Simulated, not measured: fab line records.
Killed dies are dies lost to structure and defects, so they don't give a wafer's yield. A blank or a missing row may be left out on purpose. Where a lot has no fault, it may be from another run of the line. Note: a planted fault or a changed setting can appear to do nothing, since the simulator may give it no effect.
Matching of chambers :: flow gf180mcu :: GF_POLY_GATE_ETCH_13 on rie si-01 has 4 sister chambers
The step etches poly-Si in HBr/Cl2, stops on SiO2, target depth 198.5 nm, time 69.6 s. 14 wafers are shown with their chamber, then 7 later ones without.

## WAFERS, EACH WITH ITS CHAMBER
wafer: L567.2
chamber: 0
drypump motor current A (A): 5.4
he backside leak sccm (sccm): 2.85
oes product au (a.u.): 0.994

wafer: L567.3
chamber: 3
drypump motor current A (A): 4.9
he backside leak sccm (sccm): 2.62
oes product au (a.u.): 0.986

wafer: L567.5
chamber: 1
drypump motor current A (A): 5.3
he backside leak sccm (sccm): 2.36
oes product au (a.u.): 0.984

wafer: L568.2
chamber: 1
drypump motor current A (A): 5.3
he backside leak sccm (sccm): 2.56
oes product au (a.u.): 0.984

wafer: L568.4
chamber: 0
drypump motor current A (A): 5.4
he backside leak sccm (sccm): 2.92
oes product au (a.u.): 1.002

wafer: L568.5
chamber: 2
drypump motor current A (A): 5.7
he backside leak sccm (sccm): 2.84
oes product au (a.u.): 1.002

wafer: L570.2
chamber: 0
drypump motor current A (A): 5.4
he backside leak sccm (sccm): 3.03
oes product au (a.u.): 1.009

wafer: L570.5
chamber: 1
drypump motor current A (A): 5.3
he backside leak sccm (sccm): 2.38
oes product au (a.u.): 0.987

wafer: L570.6
chamber: 2
drypump motor current A (A): 5.8
he backside leak sccm (sccm): 2.81
oes product au (a.u.): 0.995

wafer: L571.3
chamber: 2
drypump motor current A (A): 5.8
he backside leak sccm (sccm): 2.80
oes product au (a.u.): 1.001

wafer: L571.4
chamber: 1
drypump motor current A (A): 5.3
he backside leak sccm (sccm): 2.35
oes product au (a.u.): 0.990

wafer: L571.6
chamber: 0
drypump motor current A (A): 5.4
he backside leak sccm (sccm): 2.89
oes product au (a.u.): 1.003

wafer: L572.2
chamber: 0
drypump motor current A (A): 5.4
he backside leak sccm (sccm): 3.09
oes product au (a.u.): 1.012

wafer: L572.4
chamber: 1
drypump motor current A (A): 5.3
he backside leak sccm (sccm): 2.38
oes product au (a.u.): 0.993

SIGNATURES (averages over the wafers above)
reading: drypump motor current A
chamber 0: 5.400
chamber 1: 5.300
chamber 2: 5.767
chamber 3: 4.900
scatter within a chamber: 0.0258

reading: he backside leak sccm
chamber 0: 2.9560
chamber 1: 2.4060
chamber 2: 2.8167
chamber 3: 2.6200
scatter within a chamber: 0.0846

reading: oes product au
chamber 0: 1.00400
chamber 1: 0.98760
chamber 2: 0.99933
chamber 3: 0.98600
scatter within a chamber: 0.00533
Rule: for a wafer and a chamber, the distance is found by dividing, reading by reading, the gap between the wafer's reading and the chamber's mean by the reading's scatter, squaring, summing and taking the root. The wafer belongs to the nearest chamber; if the next one is less than 2 further off, it can't be placed. The scatter is the square root of a quotient: the sum, over the shown wafers, of each reading's squared deviation from its chamber's mean, divided by wafers minus chambers.

## WAFERS WITHOUT THEIR CHAMBER
wafer: L572.5
drypump motor current A (A): 5.4
he backside leak sccm (sccm): 2.91
oes product au (a.u.): 1.011

wafer: L582.2
drypump motor current A (A): 5.8
he backside leak sccm (sccm): 2.91
oes product au (a.u.): 1.003

wafer: L582.3
drypump motor current A (A): 5.3
he backside leak sccm (sccm): 2.37
oes product au (a.u.): 0.975

wafer: L582.4
drypump motor current A (A): 4.9
he backside leak sccm (sccm): 2.58
oes product au (a.u.): 1.002

wafer: L585.2
drypump motor current A (A): 5.3
he backside leak sccm (sccm): 2.40
oes product au (a.u.): 0.974

wafer: L585.4
drypump motor current A (A): 5.4
he backside leak sccm (sccm): 2.83
oes product au (a.u.): 0.986

wafer: L585.5
drypump motor current A (A): 5.3
he backside leak sccm (sccm): 2.46
oes product au (a.u.): 0.978

## EACH ONE'S CHAMBER
wafer: L572.5
from the rows above: 0
in truth: 0

wafer: L582.2
from the rows above: 2
in truth: 2

wafer: L582.3
from the rows above: 1
in truth: 1

wafer: L582.4
from the rows above: 3
in truth: 3

wafer: L585.2
from the rows above: 1
in truth: 1

wafer: L585.4
from the rows above: 0
in truth: 0

wafer: L585.5
from the rows above: 1
in truth: 1
Placed correctly: 7 of 7. Not placeable from these rows: 0. Number placed wrongly: 0.
